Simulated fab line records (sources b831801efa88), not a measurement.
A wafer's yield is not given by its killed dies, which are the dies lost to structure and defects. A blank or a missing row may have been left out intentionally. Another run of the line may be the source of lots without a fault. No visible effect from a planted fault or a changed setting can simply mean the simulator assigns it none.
fab line records || flow sky130 || part 2 of 2: steps 28 to 37 of 37
record {"lots": 5, "wafers": 15, "last_day": 52}
route steps=708 shown METAL1@447 VIA1@458 METAL2@483
lots that met no fault: taken from a fault-free run of the same line
start_h: hours from the record's first day to the start of the lot's first wafer shown || wait_h: hours elapsed since this lot's preceding step || " same as the row above || L1.1+2: several wafers, shown together as one row || - value missing, or start not given || * or withheld: withheld || < > ~ a bound
route shown NAME@n: names a module that has steps shown in the file, with the first one's number in the route || usual: mean/standard deviation of fault-free wafers || same: alike in all rows || chamber/n: place in a boat || sites: per-site readings || _std_site: the values' standard deviation || _edge_site: inner sites' mean taken away from outer sites' mean || radius_mm: for every site, how far away it sits from the centre of the wafer || mask NAME#n: copy n || behind: the last tool/chamber to shape the wafer || hold: why the lot went on hold/how many hours it stayed there/how the hold came to an end || device: which transistor (n, p or np) failed to switch || end of line: the route-end tests of the same wafers || where a step has no rows: the recipe by itself || killed: count of dies lost to structure and defects at first sort (not the wafer's yield) || map: a wafer's dies, x killed, . not, _ none there
set.NAME: the setting that was run; set.NAME@STEP: the one run at that earlier step || model.NAME: the simulator's own value behind a step, which no gauge read
certain route steps with their lots: each step a table, each wafer a row
services: the hour from which a tool's chamber was out of use, counted from the record's first day as start_h (under 0 if before that day), plus the number of hours and why
## steps
# step SKY_VIA1_STRIP_16
# recipe {"chemistry": "O2/N2", "power_w": 1400, "pressure_mtorr": 1500, "platen_temp_c": "withheld", "o2_flow_sccm": 3000, "n2_flow_sccm": 300, "overash_fraction": 0.5}
# usual {"chamber_pressure_mTorr": "1499.8/1.4", "drypump_motor_current_A": "5.52/0.29", "oes_product_au": "0.416/0.0049", "strip_time_to_endpoint_s": "4.48/0.033"}
{"lot.wafer": "L075.2", "tool": "plasma_asher-03", "chamber": 0, "start_h": 835.14, "wait_h": 0.0, "chamber_pressure_mTorr": 1499.4, "drypump_motor_current_A": 5.45, "oes_product_au": 0.419, "rf_hours_counter_h": 93, "strip_time_to_endpoint_s": 4.49}
{"lot.wafer": "L075.3", "tool": "plasma_asher-03", "chamber": 0, "start_h": 835.14, "wait_h": 0.0, "chamber_pressure_mTorr": 1500.9, "drypump_motor_current_A": 5.45, "oes_product_au": 0.416, "rf_hours_counter_h": "-", "strip_time_to_endpoint_s": 4.49}
{"lot.wafer": "L075.6", "tool": "plasma_asher-03", "chamber": 1, "start_h": 835.14, "wait_h": 0.0, "chamber_pressure_mTorr": 1501.4, "drypump_motor_current_A": 5.14, "oes_product_au": 0.417, "rf_hours_counter_h": "-", "strip_time_to_endpoint_s": 4.47}
{"lot.wafer": "L085.1", "tool": "plasma_asher-01", "chamber": 1, "start_h": 862.19, "wait_h": 0.0, "chamber_pressure_mTorr": 1498.6, "drypump_motor_current_A": 5.73, "oes_product_au": 0.410, "rf_hours_counter_h": 44, "strip_time_to_endpoint_s": 4.43}
{"lot.wafer": "L085.4", "tool": "plasma_asher-01", "chamber": 0, "start_h": 862.19, "wait_h": 0.0, "chamber_pressure_mTorr": 1499.0, "drypump_motor_current_A": 5.93, "oes_product_au": 0.421, "rf_hours_counter_h": "-", "strip_time_to_endpoint_s": 4.48}
{"lot.wafer": "L085.5", "tool": "plasma_asher-01", "chamber": 0, "start_h": 862.19, "wait_h": 0.0, "chamber_pressure_mTorr": 1501.3, "drypump_motor_current_A": 5.92, "oes_product_au": 0.424, "rf_hours_counter_h": "-", "strip_time_to_endpoint_s": 4.45}
{"lot.wafer": "L095.1", "tool": "plasma_asher-03", "chamber": 0, "start_h": 1004.59, "wait_h": 0.0, "chamber_pressure_mTorr": 1501.8, "drypump_motor_current_A": 5.46, "oes_product_au": 0.405, "rf_hours_counter_h": 109, "strip_time_to_endpoint_s": 4.44}
{"lot.wafer": "L095.2", "tool": "plasma_asher-03", "chamber": 1, "start_h": 1004.59, "wait_h": 0.0, "chamber_pressure_mTorr": 1499.6, "drypump_motor_current_A": 5.13, "oes_product_au": 0.417, "rf_hours_counter_h": 109, "strip_time_to_endpoint_s": 4.45}
{"lot.wafer": "L095.3", "tool": "plasma_asher-03", "chamber": 0, "start_h": 1004.59, "wait_h": 0.0, "chamber_pressure_mTorr": 1498.6, "drypump_motor_current_A": 5.46, "oes_product_au": 0.410, "rf_hours_counter_h": "-", "strip_time_to_endpoint_s": 4.40}
{"lot.wafer": "L097.2", "tool": "plasma_asher-03", "chamber": 1, "start_h": 1005.86, "wait_h": 0.0, "chamber_pressure_mTorr": 1500.7, "drypump_motor_current_A": 5.17, "oes_product_au": 0.415, "rf_hours_counter_h": 110, "strip_time_to_endpoint_s": 4.47}
{"lot.wafer": "L097.5", "tool": "plasma_asher-03", "chamber": 1, "start_h": 1005.86, "wait_h": 0.0, "chamber_pressure_mTorr": 1500.1, "drypump_motor_current_A": 5.15, "oes_product_au": 0.429, "rf_hours_counter_h": "-", "strip_time_to_endpoint_s": 4.51}
{"lot.wafer": "L097.6", "tool": "plasma_asher-03", "chamber": 0, "start_h": 1005.86, "wait_h": 0.0, "chamber_pressure_mTorr": 1500.1, "drypump_motor_current_A": 5.44, "oes_product_au": 0.408, "rf_hours_counter_h": "-", "strip_time_to_endpoint_s": 4.43}
{"lot.wafer": "L096.3", "tool": "plasma_asher-03", "chamber": 1, "start_h": 1006.77, "wait_h": 0.1, "chamber_pressure_mTorr": 1498.5, "drypump_motor_current_A": 5.15, "oes_product_au": 0.420, "rf_hours_counter_h": "-", "strip_time_to_endpoint_s": 4.50}
{"lot.wafer": "L096.5", "tool": "plasma_asher-03", "chamber": 1, "start_h": 1006.77, "wait_h": 0.1, "chamber_pressure_mTorr": 1500.4, "drypump_motor_current_A": 5.13, "oes_product_au": 0.424, "rf_hours_counter_h": "-", "strip_time_to_endpoint_s": 4.47}
{"lot.wafer": "L096.6", "tool": "plasma_asher-03", "chamber": 0, "start_h": 1006.77, "wait_h": 0.1, "chamber_pressure_mTorr": 1498.1, "drypump_motor_current_A": 5.45, "oes_product_au": 0.418, "rf_hours_counter_h": "-", "strip_time_to_endpoint_s": 4.45}
# step SKY_VIA1_STRIP_17
# recipe {"chemistry": "post_etch_residue_remover", "time_s": 1200, "temp_c": 72.5}
{"lot.wafer": "L075.2+3+6", "tool": "wet_bench-04", "chamber": 1, "start_h": 835.24, "wait_h": 0.1}
{"lot.wafer": "L085.1+4+5", "tool": "wet_bench-04", "chamber": 1, "start_h": 862.29, "wait_h": 0.1}
{"lot.wafer": "L095.1+2+3", "tool": "wet_bench-02", "chamber": 0, "start_h": 1004.69, "wait_h": 0.1}
{"lot.wafer": "L097.2+5+6", "tool": "wet_bench-04", "chamber": 0, "start_h": 1005.96, "wait_h": 0.1}
{"lot.wafer": "L096.3+5+6", "tool": "wet_bench-01", "chamber": 3, "start_h": 1006.84, "wait_h": 0.0}
# step SKY_VIA1_CLEAN_18
# recipe {"chemistry": "IPA", "time_s": 180, "temp_c": 25}
{"lot.wafer": "L075.2+3+6", "tool": "wet_bench-02", "chamber": 1, "start_h": 835.58, "wait_h": 0.0}
{"lot.wafer": "L085.1+4+5", "tool": "wet_bench-01", "chamber": 1, "start_h": 862.63, "wait_h": 0.0}
{"lot.wafer": "L095.1+2+3", "tool": "wet_bench-04", "chamber": 0, "start_h": 1005.03, "wait_h": 0.0}
{"lot.wafer": "L097.2+5+6", "tool": "wet_bench-01", "chamber": 3, "start_h": 1006.37, "wait_h": 0.0}
{"lot.wafer": "L096.3+5+6", "tool": "wet_bench-04", "chamber": 1, "start_h": 1007.18, "wait_h": 0.0}
# step SKY_VIA1_CLEAN_19
# recipe {"chemistry": "O3/DIW", "dry": "n2_spin"}
{"lot.wafer": "L075.2+3+6", "tool": "wet_bench-01", "chamber": 2, "start_h": 835.64, "wait_h": 0.0}
{"lot.wafer": "L085.1+4+5", "tool": "wet_bench-04", "chamber": 1, "start_h": 862.70, "wait_h": 0.0}
{"lot.wafer": "L095.1+2+3", "tool": "wet_bench-01", "chamber": 3, "start_h": 1005.10, "wait_h": 0.0}
{"lot.wafer": "L097.2+5+6", "tool": "wet_bench-02", "chamber": 2, "start_h": 1006.43, "wait_h": 0.0}
{"lot.wafer": "L096.3+5+6", "tool": "wet_bench-01", "chamber": 2, "start_h": 1007.25, "wait_h": 0.0}
# step SKY_VIA1_SPUTTER_20
# recipe {"material": "TiN", "target_thk_nm": 20, "chamber_pressure_pa": 5, "power_w": 4000, "time_s": 80}
# usual {"chamber_pressure_pa": "5.001/0.0097", "throttle_valve_pct": "29.9/1.2"}
{"lot.wafer": "L075.2", "tool": "pvd_sputter-03", "chamber": "-", "start_h": 835.73, "wait_h": 0.0, "chamber_pressure_pa": 4.999, "throttle_valve_pct": 30.4}
{"lot.wafer": "L075.3", "tool": "pvd_sputter-03", "chamber": "-", "start_h": 835.73, "wait_h": 0.0, "chamber_pressure_pa": 5.002, "throttle_valve_pct": 29.1}
{"lot.wafer": "L075.6", "tool": "pvd_sputter-03", "chamber": "-", "start_h": 835.73, "wait_h": 0.0, "chamber_pressure_pa": 4.997, "throttle_valve_pct": 28.2}
{"lot.wafer": "L085.1", "tool": "pvd_sputter-03", "chamber": "-", "start_h": 862.79, "wait_h": 0.0, "chamber_pressure_pa": 4.985, "throttle_valve_pct": 29.2}
{"lot.wafer": "L085.4", "tool": "pvd_sputter-03", "chamber": "-", "start_h": 862.79, "wait_h": 0.0, "chamber_pressure_pa": 5.014, "throttle_valve_pct": 30.4}
{"lot.wafer": "L085.5", "tool": "pvd_sputter-03", "chamber": "-", "start_h": 862.79, "wait_h": 0.0, "chamber_pressure_pa": 5.000, "throttle_valve_pct": 30.2}
{"lot.wafer": "L095.1", "tool": "pvd_sputter-03", "chamber": "-", "start_h": 1005.19, "wait_h": 0.0, "chamber_pressure_pa": 4.999, "throttle_valve_pct": 29.1}
{"lot.wafer": "L095.2", "tool": "pvd_sputter-03", "chamber": "-", "start_h": 1005.19, "wait_h": 0.0, "chamber_pressure_pa": 4.992, "throttle_valve_pct": 28.4}
{"lot.wafer": "L095.3", "tool": "pvd_sputter-03", "chamber": "-", "start_h": 1005.19, "wait_h": 0.0, "chamber_pressure_pa": 4.999, "throttle_valve_pct": 30.3}
{"lot.wafer": "L097.2", "tool": "pvd_sputter-03", "chamber": "-", "start_h": 1006.52, "wait_h": 0.0, "chamber_pressure_pa": 4.992, "throttle_valve_pct": 28.3}
{"lot.wafer": "L097.5", "tool": "pvd_sputter-03", "chamber": "-", "start_h": 1006.52, "wait_h": 0.0, "chamber_pressure_pa": 4.997, "throttle_valve_pct": 29.3}
{"lot.wafer": "L097.6", "tool": "pvd_sputter-03", "chamber": "-", "start_h": 1006.52, "wait_h": 0.0, "chamber_pressure_pa": 4.988, "throttle_valve_pct": 28.3}
{"lot.wafer": "L096.3", "tool": "pvd_sputter-03", "chamber": "-", "start_h": 1007.34, "wait_h": 0.0, "chamber_pressure_pa": 5.007, "throttle_valve_pct": 30.3}
{"lot.wafer": "L096.5", "tool": "pvd_sputter-03", "chamber": "-", "start_h": 1007.34, "wait_h": 0.0, "chamber_pressure_pa": 4.999, "throttle_valve_pct": 28.0}
{"lot.wafer": "L096.6", "tool": "pvd_sputter-03", "chamber": "-", "start_h": 1007.34, "wait_h": 0.0, "chamber_pressure_pa": 4.990, "throttle_valve_pct": 29.2}
# step SKY_VIA1_CVD_21
# recipe {"material": "W", "target_thk_nm": 270, "time_s": 80.902, "temp_c": 400, "pressure_torr": 40}
# usual {"heater_power_w": "855/83"}
{"lot.wafer": "L075.2", "tool": "cvd_w-02", "chamber": 0, "start_h": 835.79, "wait_h": 0.0, "heater_power_w": 857}
{"lot.wafer": "L075.3", "tool": "cvd_w-02", "chamber": 0, "start_h": 835.79, "wait_h": 0.0, "heater_power_w": 851}
{"lot.wafer": "L075.6", "tool": "cvd_w-02", "chamber": 0, "start_h": 835.79, "wait_h": 0.0, "heater_power_w": 856}
{"lot.wafer": "L085.1", "tool": "cvd_w-01", "chamber": 1, "start_h": 862.85, "wait_h": 0.0, "heater_power_w": 742}
{"lot.wafer": "L085.4", "tool": "cvd_w-01", "chamber": 1, "start_h": 862.85, "wait_h": 0.0, "heater_power_w": 704}
{"lot.wafer": "L085.5", "tool": "cvd_w-01", "chamber": 1, "start_h": 862.85, "wait_h": 0.0, "heater_power_w": 744}
{"lot.wafer": "L095.1", "tool": "cvd_w-02", "chamber": 0, "start_h": 1005.25, "wait_h": 0.0, "heater_power_w": 783}
{"lot.wafer": "L095.2", "tool": "cvd_w-02", "chamber": 1, "start_h": 1005.25, "wait_h": 0.0, "heater_power_w": 888}
{"lot.wafer": "L095.3", "tool": "cvd_w-02", "chamber": 0, "start_h": 1005.25, "wait_h": 0.0, "heater_power_w": 756}
{"lot.wafer": "L097.2", "tool": "cvd_w-02", "chamber": 0, "start_h": 1006.58, "wait_h": 0.0, "heater_power_w": 783}
{"lot.wafer": "L097.5", "tool": "cvd_w-02", "chamber": 1, "start_h": 1006.58, "wait_h": 0.0, "heater_power_w": 887}
{"lot.wafer": "L097.6", "tool": "cvd_w-02", "chamber": 0, "start_h": 1006.58, "wait_h": 0.0, "heater_power_w": 775}
{"lot.wafer": "L096.3", "tool": "cvd_w-02", "chamber": 0, "start_h": 1007.44, "wait_h": 0.1, "heater_power_w": 755}
{"lot.wafer": "L096.5", "tool": "cvd_w-02", "chamber": 1, "start_h": 1007.44, "wait_h": 0.1, "heater_power_w": 870}
{"lot.wafer": "L096.6", "tool": "cvd_w-02", "chamber": 0, "start_h": 1007.44, "wait_h": 0.1, "heater_power_w": 760}
# step SKY_VIA1_RS_MEAS_22
# recipe {"thk_meas_gauge": "four-point-probe", "reads": "W_of_VIA1_CVD_21+TiN_of_VIA1_SPUTTER_20"}
# usual {"VIA1_W_RS": "0.429/0.0045"}
{"lot.wafer": "L075.2", "tool": "film_metro-03", "chamber": "-", "start_h": 835.91, "wait_h": 0.1, "VIA1_W_RS[ohm/sq]": 0.435}
{"lot.wafer": "L075.3", "tool": "film_metro-03", "chamber": "-", "start_h": 835.91, "wait_h": 0.1, "VIA1_W_RS[ohm/sq]": 0.429}
{"lot.wafer": "L075.6", "tool": "film_metro-03", "chamber": "-", "start_h": 835.91, "wait_h": 0.1, "VIA1_W_RS[ohm/sq]": 0.436}
{"lot.wafer": "L085.1", "tool": "film_metro-04", "chamber": "-", "start_h": 862.94, "wait_h": 0.1, "VIA1_W_RS[ohm/sq]": 0.434}
{"lot.wafer": "L085.4", "tool": "film_metro-04", "chamber": "-", "start_h": 862.94, "wait_h": 0.1, "VIA1_W_RS[ohm/sq]": 0.429}
{"lot.wafer": "L085.5", "tool": "film_metro-04", "chamber": "-", "start_h": 862.94, "wait_h": 0.1, "VIA1_W_RS[ohm/sq]": 0.436}
{"lot.wafer": "L095.1", "tool": "film_metro-03", "chamber": "-", "start_h": 1005.35, "wait_h": 0.1, "VIA1_W_RS[ohm/sq]": 0.425}
{"lot.wafer": "L095.2", "tool": "film_metro-03", "chamber": "-", "start_h": 1005.35, "wait_h": 0.1, "VIA1_W_RS[ohm/sq]": 0.418}
{"lot.wafer": "L095.3", "tool": "film_metro-03", "chamber": "-", "start_h": 1005.35, "wait_h": 0.1, "VIA1_W_RS[ohm/sq]": 0.421}
{"lot.wafer": "L097.2", "tool": "film_metro-02", "chamber": "-", "start_h": 1006.69, "wait_h": 0.1, "VIA1_W_RS[ohm/sq]": 0.430}
{"lot.wafer": "L097.5", "tool": "film_metro-02", "chamber": "-", "start_h": 1006.69, "wait_h": 0.1, "VIA1_W_RS[ohm/sq]": 0.425}
{"lot.wafer": "L097.6", "tool": "film_metro-02", "chamber": "-", "start_h": 1006.69, "wait_h": 0.1, "VIA1_W_RS[ohm/sq]": 0.430}
{"lot.wafer": "L096.3", "tool": "film_metro-02", "chamber": "-", "start_h": 1007.54, "wait_h": 0.1, "VIA1_W_RS[ohm/sq]": 0.427}
{"lot.wafer": "L096.5", "tool": "film_metro-02", "chamber": "-", "start_h": 1007.54, "wait_h": 0.1, "VIA1_W_RS[ohm/sq]": 0.421}
{"lot.wafer": "L096.6", "tool": "film_metro-02", "chamber": "-", "start_h": 1007.54, "wait_h": 0.1, "VIA1_W_RS[ohm/sq]": 0.418}
# step SKY_VIA1_THK_MEAS_23
# recipe {"thk_meas_gauge": "xrf", "reads": "W_of_VIA1_CVD_21"}
# usual {"VIA1_W_THK": "262.9/2.7"}
{"lot.wafer": "L075.2", "tool": "film_metro-03", "chamber": "-", "start_h": 836.02, "wait_h": 0.1, "VIA1_W_THK[nm]": 259.9}
{"lot.wafer": "L075.3", "tool": "film_metro-03", "chamber": "-", "start_h": 836.02, "wait_h": 0.1, "VIA1_W_THK[nm]": 263.7}
{"lot.wafer": "L075.6", "tool": "film_metro-03", "chamber": "-", "start_h": 836.02, "wait_h": 0.1, "VIA1_W_THK[nm]": 260.7}
{"lot.wafer": "L085.1", "tool": "film_metro-04", "chamber": "-", "start_h": 863.06, "wait_h": 0.1, "VIA1_W_THK[nm]": 262.5}
{"lot.wafer": "L085.4", "tool": "film_metro-04", "chamber": "-", "start_h": 863.06, "wait_h": 0.1, "VIA1_W_THK[nm]": 264.9}
{"lot.wafer": "L085.5", "tool": "film_metro-04", "chamber": "-", "start_h": 863.06, "wait_h": 0.1, "VIA1_W_THK[nm]": 261.6}
{"lot.wafer": "L095.1", "tool": "film_metro-03", "chamber": "-", "start_h": 1005.47, "wait_h": 0.1, "VIA1_W_THK[nm]": 265.8}
{"lot.wafer": "L095.2", "tool": "film_metro-03", "chamber": "-", "start_h": 1005.47, "wait_h": 0.1, "VIA1_W_THK[nm]": 270.7}
{"lot.wafer": "L095.3", "tool": "film_metro-03", "chamber": "-", "start_h": 1005.47, "wait_h": 0.1, "VIA1_W_THK[nm]": 267.3}
{"lot.wafer": "L097.2", "tool": "film_metro-02", "chamber": "-", "start_h": 1006.80, "wait_h": 0.1, "VIA1_W_THK[nm]": 260.7}
{"lot.wafer": "L097.5", "tool": "film_metro-02", "chamber": "-", "start_h": 1006.80, "wait_h": 0.1, "VIA1_W_THK[nm]": 264.5}
{"lot.wafer": "L097.6", "tool": "film_metro-02", "chamber": "-", "start_h": 1006.80, "wait_h": 0.1, "VIA1_W_THK[nm]": 261.3}
{"lot.wafer": "L096.3", "tool": "film_metro-02", "chamber": "-", "start_h": 1007.64, "wait_h": 0.1, "VIA1_W_THK[nm]": 262.4}
{"lot.wafer": "L096.5", "tool": "film_metro-02", "chamber": "-", "start_h": 1007.64, "wait_h": 0.1, "VIA1_W_THK[nm]": 266.3}
{"lot.wafer": "L096.6", "tool": "film_metro-02", "chamber": "-", "start_h": 1007.64, "wait_h": 0.1, "VIA1_W_THK[nm]": 267.6}
# step SKY_VIA1_CMP_24
# recipe {"stop_on": "SiO2", "t_overpolish_s": 15, "down_force_psi": 3.5, "platen_rpm": 60, "target_thk_nm": 0, "pad_velocity_m_s": 0.94248}
# usual {"motor_current_A": "11.4/0.93", "overpolish_run_s": "14.999/0.0098", "retaining_ring_pressure_frac": "1.000/0.0045", "time_to_endpoint_s": "66/4.8"}
{"lot.wafer": "L075.3", "tool": "cmp-01", "chamber": 2, "start_h": 836.12, "wait_h": 0.1, "motor_current_A": 12.6, "overpolish_run_s": 14.994, "retaining_ring_pressure_frac": 1.006, "time_to_endpoint_s": 70}
{"lot.wafer": "L075.2", "tool": "cmp-01", "chamber": 0, "start_h": 836.12, "wait_h": 0.1, "motor_current_A": 12.3, "overpolish_run_s": 15.017, "retaining_ring_pressure_frac": 0.987, "time_to_endpoint_s": 66}
{"lot.wafer": "L075.6", "tool": "cmp-01", "chamber": 1, "start_h": 836.12, "wait_h": 0.1, "motor_current_A": 9.9, "overpolish_run_s": 15.008, "retaining_ring_pressure_frac": 1.004, "time_to_endpoint_s": 59}
{"lot.wafer": "L085.4", "tool": "cmp-02", "chamber": 1, "start_h": 863.29, "wait_h": 0.2, "motor_current_A": 11.0, "overpolish_run_s": 14.999, "retaining_ring_pressure_frac": 0.997, "time_to_endpoint_s": 73}
{"lot.wafer": "L085.1", "tool": "cmp-02", "chamber": 2, "start_h": 863.29, "wait_h": 0.2, "motor_current_A": 11.8, "overpolish_run_s": 15.003, "retaining_ring_pressure_frac": 1.000, "time_to_endpoint_s": 60}
{"lot.wafer": "L085.5", "tool": "cmp-02", "chamber": 0, "start_h": 863.29, "wait_h": 0.2, "motor_current_A": 10.3, "overpolish_run_s": 14.998, "retaining_ring_pressure_frac": 1.000, "time_to_endpoint_s": 64}
{"lot.wafer": "L095.3", "tool": "cmp-02", "chamber": 1, "start_h": 1005.53, "wait_h": 0.0, "motor_current_A": 11.8, "overpolish_run_s": 15.001, "retaining_ring_pressure_frac": 0.999, "time_to_endpoint_s": 74}
{"lot.wafer": "L095.1", "tool": "cmp-02", "chamber": 2, "start_h": 1005.53, "wait_h": 0.0, "motor_current_A": 12.1, "overpolish_run_s": 14.998, "retaining_ring_pressure_frac": 1.002, "time_to_endpoint_s": 65}
{"lot.wafer": "L095.2", "tool": "cmp-02", "chamber": 0, "start_h": 1005.53, "wait_h": 0.0, "motor_current_A": 10.1, "overpolish_run_s": 14.999, "retaining_ring_pressure_frac": 0.996, "time_to_endpoint_s": 72}
{"lot.wafer": "L097.2", "tool": "cmp-02", "chamber": 1, "start_h": 1007.00, "wait_h": 0.2, "motor_current_A": 11.4, "overpolish_run_s": 15.004, "retaining_ring_pressure_frac": 1.000, "time_to_endpoint_s": 74}
{"lot.wafer": "L097.5", "tool": "cmp-02", "chamber": 2, "start_h": 1007.00, "wait_h": 0.2, "motor_current_A": 12.8, "overpolish_run_s": 14.993, "retaining_ring_pressure_frac": 1.005, "time_to_endpoint_s": 68}
{"lot.wafer": "L097.6", "tool": "cmp-02", "chamber": 3, "start_h": 1007.00, "wait_h": 0.2, "motor_current_A": 11.2, "overpolish_run_s": 14.993, "retaining_ring_pressure_frac": 0.993, "time_to_endpoint_s": 65}
{"lot.wafer": "L096.3", "tool": "cmp-01", "chamber": 3, "start_h": 1007.85, "wait_h": 0.2, "motor_current_A": 11.2, "overpolish_run_s": 15.005, "retaining_ring_pressure_frac": 1.000, "time_to_endpoint_s": 65}
{"lot.wafer": "L096.6", "tool": "cmp-01", "chamber": 0, "start_h": 1007.85, "wait_h": 0.2, "motor_current_A": 11.5, "overpolish_run_s": 15.008, "retaining_ring_pressure_frac": 0.999, "time_to_endpoint_s": 72}
{"lot.wafer": "L096.5", "tool": "cmp-01", "chamber": 1, "start_h": 1007.85, "wait_h": 0.2, "motor_current_A": 10.2, "overpolish_run_s": 15.001, "retaining_ring_pressure_frac": 0.998, "time_to_endpoint_s": 65}
# step SKY_METAL2_SPUTTER_00
# recipe {"material": "Ti", "target_thk_nm": 15, "power_w": 3000, "time_s": 10, "chamber_pressure_pa": 0.4}
# usual {"chamber_pressure_pa": "0.3999/0.0008", "throttle_valve_pct": "29.5/0.97"}
{"lot.wafer": "L075.2", "tool": "pvd_sputter-01", "chamber": "-", "start_h": 836.37, "wait_h": 0.1, "chamber_pressure_pa": 0.4002, "throttle_valve_pct": 29.2}
{"lot.wafer": "L075.3", "tool": "pvd_sputter-01", "chamber": "-", "start_h": 836.37, "wait_h": 0.1, "chamber_pressure_pa": 0.3991, "throttle_valve_pct": 28.2}
{"lot.wafer": "L075.6", "tool": "pvd_sputter-01", "chamber": "-", "start_h": 836.37, "wait_h": 0.1, "chamber_pressure_pa": 0.3997, "throttle_valve_pct": 28.7}
{"lot.wafer": "L085.1", "tool": "pvd_sputter-04", "chamber": "-", "start_h": 863.49, "wait_h": 0.1, "chamber_pressure_pa": 0.4006, "throttle_valve_pct": 29.3}
{"lot.wafer": "L085.4", "tool": "pvd_sputter-04", "chamber": "-", "start_h": 863.49, "wait_h": 0.1, "chamber_pressure_pa": 0.3998, "throttle_valve_pct": 29.7}
{"lot.wafer": "L085.5", "tool": "pvd_sputter-04", "chamber": "-", "start_h": 863.49, "wait_h": 0.1, "chamber_pressure_pa": 0.4000, "throttle_valve_pct": 29.4}
{"lot.wafer": "L095.1", "tool": "pvd_sputter-01", "chamber": "-", "start_h": 1005.83, "wait_h": 0.2, "chamber_pressure_pa": 0.3987, "throttle_valve_pct": 28.6}
{"lot.wafer": "L095.2", "tool": "pvd_sputter-01", "chamber": "-", "start_h": 1005.83, "wait_h": 0.2, "chamber_pressure_pa": 0.4002, "throttle_valve_pct": 28.2}
{"lot.wafer": "L095.3", "tool": "pvd_sputter-01", "chamber": "-", "start_h": 1005.83, "wait_h": 0.2, "chamber_pressure_pa": 0.3998, "throttle_valve_pct": 29.5}
{"lot.wafer": "L097.2", "tool": "pvd_sputter-01", "chamber": "-", "start_h": 1007.15, "wait_h": 0.1, "chamber_pressure_pa": 0.4012, "throttle_valve_pct": 28.8}
{"lot.wafer": "L097.5", "tool": "pvd_sputter-01", "chamber": "-", "start_h": 1007.15, "wait_h": 0.1, "chamber_pressure_pa": 0.4010, "throttle_valve_pct": 29.3}
{"lot.wafer": "L097.6", "tool": "pvd_sputter-01", "chamber": "-", "start_h": 1007.15, "wait_h": 0.1, "chamber_pressure_pa": 0.3985, "throttle_valve_pct": 29.7}
{"lot.wafer": "L096.3", "tool": "pvd_sputter-04", "chamber": "-", "start_h": 1008.00, "wait_h": 0.1, "chamber_pressure_pa": 0.4007, "throttle_valve_pct": 32.7}
{"lot.wafer": "L096.5", "tool": "pvd_sputter-04", "chamber": "-", "start_h": 1008.00, "wait_h": 0.1, "chamber_pressure_pa": 0.3986, "throttle_valve_pct": 29.6}
{"lot.wafer": "L096.6", "tool": "pvd_sputter-04", "chamber": "-", "start_h": 1008.00, "wait_h": 0.1, "chamber_pressure_pa": 0.3994, "throttle_valve_pct": 29.4}
## services
{"tool": "plasma_asher-03", "chamber": "-", "start_h": 784.23, "hours": 14.6, "kind": "pm"}
{"tool": "rie_diel-04", "chamber": "-", "start_h": 790.00, "hours": 60.6, "kind": "repair"}
{"tool": "rie_diel-04", "chamber": 2, "start_h": 791.94, "hours": 9.3, "kind": "repair"}
{"tool": "rie_diel-02", "chamber": 1, "start_h": 811.30, "hours": 7.0, "kind": "repair"}
{"tool": "cmp-01", "chamber": "-", "start_h": 812.68, "hours": 3.9, "kind": "repair"}
{"tool": "hdpcvd-01", "chamber": "-", "start_h": 819.59, "hours": 0.7, "kind": "repair"}
{"tool": "rie_metal-01", "chamber": "-", "start_h": 824.85, "hours": 2.8, "kind": "pm"}
{"tool": "plasma_asher-03", "chamber": "-", "start_h": 827.92, "hours": 3.6, "kind": "repair"}
{"tool": "rie_metal-01", "chamber": 0, "start_h": 829.20, "hours": 5.3, "kind": "repair"}
{"tool": "rie_metal-02", "chamber": "-", "start_h": 831.80, "hours": 1.4, "kind": "pm"}
{"tool": "cvd_w-02", "chamber": "-", "start_h": 837.87, "hours": 0.5, "kind": "repair"}
{"tool": "hdpcvd-01", "chamber": 0, "start_h": 850.39, "hours": 9.4, "kind": "repair"}
{"tool": "cmp-01", "chamber": "-", "start_h": 862.59, "hours": 4.8, "kind": "pm"}
{"tool": "rie_metal-01", "chamber": "-", "start_h": 869.76, "hours": 0.3, "kind": "repair"}
{"tool": "rie_metal-01", "chamber": "-", "start_h": 889.09, "hours": 1.4, "kind": "pm"}
{"tool": "cmp-02", "chamber": "-", "start_h": 891.02, "hours": 7.2, "kind": "pm"}
{"tool": "plasma_asher-03", "chamber": "-", "start_h": 891.45, "hours": 23.7, "kind": "pm"}
{"tool": "cmp-02", "chamber": "-", "start_h": 898.27, "hours": 6.8, "kind": "pm"}
{"tool": "rie_metal-01", "chamber": "-", "start_h": 903.75, "hours": 2.5, "kind": "repair"}
{"tool": "wet_bench-04", "chamber": "-", "start_h": 911.57, "hours": 1.9, "kind": "pm"}
{"tool": "cmp-01", "chamber": "-", "start_h": 912.03, "hours": 4.0, "kind": "pm"}
{"tool": "rie_metal-02", "chamber": "-", "start_h": 918.26, "hours": 0.2, "kind": "repair"}
{"tool": "cmp-01", "chamber": "-", "start_h": 1005.91, "hours": 0.6, "kind": "repair"}
{"tool": "cmp-01", "chamber": "-", "start_h": 1006.19, "hours": 1.1, "kind": "repair"}
